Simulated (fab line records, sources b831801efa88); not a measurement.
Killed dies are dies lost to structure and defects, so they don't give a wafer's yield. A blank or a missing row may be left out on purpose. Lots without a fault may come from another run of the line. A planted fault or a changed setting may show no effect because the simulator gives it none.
Which tool did it? | flow sky130 | 13 lots, 39 wafers sampled, at 5 steps of a route of 708

WHAT THE GAUGES READ, wafer by wafer
The record holds no reading of a measuring or inspecting step that can be judged against a usual standard deviation.

WHICH TOOL RAN EACH LOT (tool, then ch and the chambers of the sampled wafers, then the start)
lot  | SKY_CONTACT_CVD_24            | SKY_VIA4_CVD_18               | SKY_METAL5_SPUTTER_00        | SKY_PASSIVATION_STRIP_12             | SKY_PAD_OPEN_PROBE_99
L982 | cvd_w-01 ch 0,1, day 31 14:40 | cvd_w-02 ch 0,1, day 42 19:52 | pvd_sputter-02, day 42 20:26 | plasma_asher-02 ch 0,1, day 44 18:44 | prober-01, day 45 18:59
L983 | cvd_w-02 ch 0,1, day 31 21:13 | cvd_w-01 ch 0,1, day 42 23:47 | pvd_sputter-02, day 43 00:26 | plasma_asher-02 ch 0,1, day 44 22:00 | prober-02, day 45 21:49
L984 | cvd_w-01 ch 0,1, day 32 01:38 | cvd_w-02 ch 0,1, day 43 05:07 | pvd_sputter-04, day 43 05:44 | plasma_asher-02 ch 1, day 45 04:06   | prober-01, day 46 02:52
L985 | cvd_w-02 ch 0,1, day 32 11:14 | cvd_w-01 ch 0,1, day 43 14:32 | pvd_sputter-02, day 43 15:10 | plasma_asher-03 ch 0,1, day 45 12:50 | prober-02, day 46 12:07
L986 | cvd_w-01 ch 0,1, day 33 01:40 | cvd_w-02 ch 0,1, day 44 01:29 | pvd_sputter-04, day 44 02:07 | plasma_asher-03 ch 0,1, day 45 22:26 | prober-01, day 46 21:25
L988 | cvd_w-02 ch 0,1, day 33 19:55 | cvd_w-02 ch 0,1, day 44 17:18 | pvd_sputter-02, day 44 17:56 | plasma_asher-02 ch 0,1, day 46 13:44 | prober-01, day 47 12:22
L989 | cvd_w-02 ch 0, day 33 23:08   | cvd_w-01 ch 0,1, day 44 19:07 | pvd_sputter-01, day 44 19:44 | plasma_asher-02 ch 0,1, day 46 15:00 | prober-02, day 47 13:04
L990 | cvd_w-01 ch 0,1, day 34 05:41 | cvd_w-01 ch 0,1, day 44 23:45 | pvd_sputter-02, day 45 00:23 | plasma_asher-02 ch 0,1, day 46 18:50 | prober-01, day 47 17:36
L992 | cvd_w-01 ch 0, day 35 04:26   | cvd_w-01 ch 0, day 45 18:23   | pvd_sputter-01, day 45 19:01 | plasma_asher-02 ch 0,1, day 47 12:06 | prober-01, day 48 09:18
L993 | cvd_w-01 ch 0,1, day 35 06:44 | cvd_w-02 ch 0,1, day 45 21:17 | pvd_sputter-04, day 45 22:08 | plasma_asher-02 ch 0,1, day 47 16:33 | prober-02, day 48 14:06
L994 | cvd_w-01 ch 0,1, day 35 16:44 | cvd_w-01 ch 0,1, day 46 04:07 | pvd_sputter-02, day 46 04:54 | plasma_asher-01 ch 0,1, day 47 21:51 | prober-01, day 48 19:37
L995 | cvd_w-02 ch 0,1, day 36 00:37 | cvd_w-01 ch 0,1, day 46 10:53 | pvd_sputter-04, day 46 11:28 | plasma_asher-02 ch 0,1, day 48 03:11 | prober-02, day 49 00:04
L101 | cvd_w-02 ch 0,1, day 37 20:31 | cvd_w-01 ch 0,1, day 47 21:38 | pvd_sputter-04, day 47 22:19 | plasma_asher-03 ch 0,1, day 49 12:41 | prober-02, day 50 08:04
- SKY_CONTACT_CVD_24: deposits W, target thk 340 nm, time 102.12 s.
- SKY_VIA4_CVD_18: deposits W, target thk 505 nm, time 152.14 s.
- SKY_METAL5_SPUTTER_00: material Ti, target thk 15 nm, time 10 s.
- SKY_PASSIVATION_STRIP_12: strips in O2/N2.
- SKY_PAD_OPEN_PROBE_99

WHAT THE TOOLS THEMSELVES READ (means of the sampled wafers that have a number; where no wafer has one, the mark that the record gives instead)
SKY_CONTACT_CVD_24. Usual: heater_power_w 805 W, standard deviation 52.
lot  | tool     | heater_power_w (W) | flag
L982 | cvd_w-01 | 765                |
L983 | cvd_w-02 | 846                |
L984 | cvd_w-01 | 772                |
L985 | cvd_w-02 | 851                |
L986 | cvd_w-01 | 747                |
L988 | cvd_w-02 | 858                |
L989 | cvd_w-02 | 834                |
L990 | cvd_w-01 | 751                |
L992 | cvd_w-01 | 795                |
L993 | cvd_w-01 | 755                |
L994 | cvd_w-01 | 759                |
L995 | cvd_w-02 | 862                |
L101 | cvd_w-02 | 853                |

SKY_VIA4_CVD_18. Usual: heater_power_w 786 W, standard deviation 33.
lot  | tool     | heater_power_w (W) | flag
L982 | cvd_w-02 | 798                |
L983 | cvd_w-01 | 758                |
L984 | cvd_w-02 | 813                |
L985 | cvd_w-01 | 749                |
L986 | cvd_w-02 | 794                |
L988 | cvd_w-02 | 810                |
L989 | cvd_w-01 | 757                |
L990 | cvd_w-01 | 789                |
L992 | cvd_w-01 | 794                |
L993 | cvd_w-02 | 796                |
L994 | cvd_w-01 | 765                |
L995 | cvd_w-01 | 784                |
L101 | cvd_w-01 | 774                |

SKY_METAL5_SPUTTER_00. Usual: throttle_valve_pct 30.1 %, standard deviation 0.86.
lot  | tool           | throttle_valve_pct (%) | flag
L982 | pvd_sputter-02 | 30.0                   |
L983 | pvd_sputter-02 | 29.8                   |
L984 | pvd_sputter-04 | 30.0                   |
L985 | pvd_sputter-02 | 29.5                   |
L986 | pvd_sputter-04 | 30.3                   |
L988 | pvd_sputter-02 | 29.8                   |
L989 | pvd_sputter-01 | 30.6                   |
L990 | pvd_sputter-02 | 29.7                   |
L992 | pvd_sputter-01 | 30.8                   |
L993 | pvd_sputter-04 | 30.2                   |
L994 | pvd_sputter-02 | 29.7                   |
L995 | pvd_sputter-04 | 30.4                   |
L101 | pvd_sputter-04 | 30.2                   |

SKY_PASSIVATION_STRIP_12. Usual: drypump_motor_current_A 5.8 A, standard deviation 0.34; oes_product_au 0.661 a.u., standard deviation 0.004; strip_time_to_endpoint_s 31.47 s, standard deviation 0.11.
lot  | tool            | drypump_motor_current_A (A) | oes_product_au (a.u.) | strip_time_to_endpoint_s (s) | flag
L982 | plasma_asher-02 | 5.5                         | 0.658                 | 31.58                        |
L983 | plasma_asher-02 | 5.5                         | 0.661                 | 31.51                        |
L984 | plasma_asher-02 | 5.6                         | 0.659                 | 31.57                        |
L985 | plasma_asher-03 | 6.4                         | 0.660                 | 31.40                        |
L986 | plasma_asher-03 | 6.3                         | 0.659                 | 31.53                        |
L988 | plasma_asher-02 | 5.5                         | 0.661                 | 31.56                        |
L989 | plasma_asher-02 | 5.6                         | 0.659                 | 31.56                        |
L990 | plasma_asher-02 | 5.6                         | 0.657                 | 31.50                        |
L992 | plasma_asher-02 | 5.6                         | 0.658                 | 31.49                        |
L993 | plasma_asher-02 | 5.6                         | 0.657                 | 31.43                        |
L994 | plasma_asher-01 | 5.8                         | 0.664                 | 31.55                        |
L995 | plasma_asher-02 | 5.6                         | 0.662                 | 31.55                        |
L101 | plasma_asher-03 | 6.3                         | 0.659                 | 31.47                        |

SKY_PAD_OPEN_PROBE_99. Usual: killed_at_M0_to_M3 43, standard deviation 7.3; killed_at_M4_up 3.1, standard deviation 1.8; killed_at_contacts 24, standard deviation 5.4; killed_at_front_end 15, standard deviation 4.1; killed_at_other 0.2, standard deviation 0.52; killed_dies 86, standard deviation 10; killed_on_rim 17, standard deviation 4.1; killed_open 47, standard deviation 7.3; killed_short 39, standard deviation 6.4.
lot  | tool      | killed_at_M0_to_M3 | killed_at_M4_up | killed_at_contacts | killed_at_front_end | killed_at_other | killed_dies | killed_on_rim | killed_open | killed_short | flag
L982 | prober-01 | 39                 | 3.7             | 21                 | 11                  | 0.0             | 75          | 15            | 36          | 38           |
L983 | prober-02 | 43                 | 2.7             | 26                 | 16                  | 0.7             | 89          | 17            | 44          | 45           |
L984 | prober-01 | 47                 | 3.3             | 27                 | 11                  | 0.3             | 89          | 17            | 48          | 40           |
L985 | prober-02 | 47                 | 3.0             | 21                 | 13                  | 0.3             | 84          | 14            | 45          | 39           |
L986 | prober-01 | 40                 | 2.3             | 28                 | 14                  | 0.3             | 84          | 19            | 50          | 33           |
L988 | prober-01 | 54                 | 1.3             | 22                 | 20                  | 0.3             | 99          | 21            | 54          | 44           |
L989 | prober-02 | 48                 | 2.0             | 26                 | 13                  | 0.0             | 89          | 12            | 49          | 40           |
L990 | prober-01 | 37                 | 3.7             | 25                 | 14                  | 0.3             | 80          | 15            | 43          | 37           |
L992 | prober-01 | 43                 | 2.0             | 26                 | 16                  | 0.3             | 87          | 12            | 49          | 38           |
L993 | prober-02 | 40                 | 3.7             | 33                 | 16                  | 0.0             | 93          | 18            | 51          | 41           |
L994 | prober-01 | 52                 | 2.7             | 19                 | 16                  | 0.7             | 90          | 15            | 47          | 43           |
L995 | prober-02 | 46                 | 3.0             | 24                 | 17                  | 1.0             | 91          | 20            | 48          | 43           |
L101 | prober-02 | 40                 | 3.7             | 60                 | 15                  | 1.0             | 119         | 18            | 44          | 35           | OFF

THE ANSWER, worked out from the rows above alone
Rule: a lot is off if the mean of its wafers that have a number lies more than 3 standard deviations from the usual mean. A lot without any number at a reading at which 4 lots or more have one is off too. The other lots that the step has rows for count as sound. The gauges are gone through in route order, then the tools' own readings, and for those a lot's mean is taken as printed above. The first step at which some lot is off is used, and at that step the reading that is off furthest; a lot without a number counts as furthest.
Off: L101, at SKY_PAD_OPEN_PROBE_99 (killed_at_contacts).
A tool fits if, at that step or a process step before it, it ran every lot that is off, and no sound lot after the first of them. Can't be told from this: 5 tools fit, cvd_w-02 at SKY_CONTACT_CVD_24, cvd_w-01 at SKY_VIA4_CVD_18, pvd_sputter-04 at SKY_METAL5_SPUTTER_00, plasma_asher-03 at SKY_PASSIVATION_STRIP_12, prober-02 at SKY_PAD_OPEN_PROBE_99.

WHAT THE SIMULATOR HAD PUT IN
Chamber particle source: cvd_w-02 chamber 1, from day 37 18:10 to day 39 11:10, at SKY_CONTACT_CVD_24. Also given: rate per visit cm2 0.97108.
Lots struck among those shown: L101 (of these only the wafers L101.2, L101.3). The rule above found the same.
